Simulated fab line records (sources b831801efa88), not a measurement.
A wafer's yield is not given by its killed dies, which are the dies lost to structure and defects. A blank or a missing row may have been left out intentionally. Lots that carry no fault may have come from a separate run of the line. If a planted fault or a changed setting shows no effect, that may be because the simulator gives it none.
Struck lot and sound lot, side by side + flow sky130 + 14 out of 708 route steps
Sound: these wafers, L996.1, L996.2, L996.3. Struck: wafers L100.1, L100.3, L100.4. Last of all comes the cause.
At each step with rows: each side's tool, then ch and its chambers, then its first start. Under that, the readings that differ: sound wafers + struck wafers + difference of the means + sigmas: that difference in standard deviations of wafers without a fault.
alike: words and numbers the same on both sides, and readings whose means are apart by under 2 such deviations; not compared: readings that were withheld, readings missing a value for some wafer, numbers with overlapping values and no deviation given by the record, and bounds like >300 which may hide the same value.
The two part at a step that has a row with sigmas, a row that says differs or no value, or rows on one side only. Numbers that don't overlap but have no deviation are shown without sigmas and don't part them. A reading missing from all wafers of one side parts the sides only when that side holds two or more wafers.

first, 4 steps without rows for these wafers: SKY_VT_ADJUST_PCH_SOFTBAKE_03; SKY_VT_ADJUST_PCH_EXPOSE_04 (exposes mask NWM, target cd 840 nm); SKY_VT_ADJUST_PCH_PEB_05; SKY_VT_ADJUST_PCH_DEVELOP_06 (develop time 60 s).
SKY_VT_ADJUST_PCH_OVL_MEAS_07:
  struck on overlay-01, day 17 16:04; sound on overlay-01, day 16 07:07
  alike: VT_ADJUST_PCH_OVL
next, for these wafers, 1 step has no rows: SKY_VT_ADJUST_PCH_IMPLANT_08.
SKY_VT_ADJUST_PCH_STRIP_09: strips in O2/N2.
  sound on plasmaAsher-04 ch 0,1, day 16 07:17; struck on plasmaAsher-04 ch 0,1, day 17 16:14
  alike: drypumpMotorCurrentA, oesProductAu, stripTimeToEndpointS
  not compared: rfHoursCounterH
SKY_VT_ADJUST_PCH_TW_MEAS_10:
  struck on filmMetro-04, day 17 16:20; sound on filmMetro-04, day 16 07:23
  alike: VT_ADJUST_PCH_TW
then, 4 steps without rows for these wafers: SKY_SONOS_TUNNEL_DEHYDRATE_00 (time 60 s); SKY_SONOS_TUNNEL_HMDS_01 (prime time 60 s); SKY_SONOS_TUNNEL_COAT_02 (resist thk 1140 nm); SKY_SONOS_TUNNEL_SOFTBAKE_03 (time 60 s).
SKY_SONOS_TUNNEL_EXPOSE_04: exposes mask TUNM, target cd 410 nm.
  sound on ilineStepper-02 ch 0, day 16 21:19; struck on ilineStepper-02, day 18 07:23
  no value came back on the struck wafers for exposureDoseMJCm2, focusOffsetNm (nm), na; on the sound wafers exposureDoseMJCm2 reads 136.8 136.7 136.8
  alike: mask
next, for these wafers, 1 step has no rows: SKY_SONOS_TUNNEL_PEB_05.

WHERE THEY PART
Only at SKY_SONOS_TUNNEL_EXPOSE_04, as far as this record shows.

WHY: whatever the simulator had introduced
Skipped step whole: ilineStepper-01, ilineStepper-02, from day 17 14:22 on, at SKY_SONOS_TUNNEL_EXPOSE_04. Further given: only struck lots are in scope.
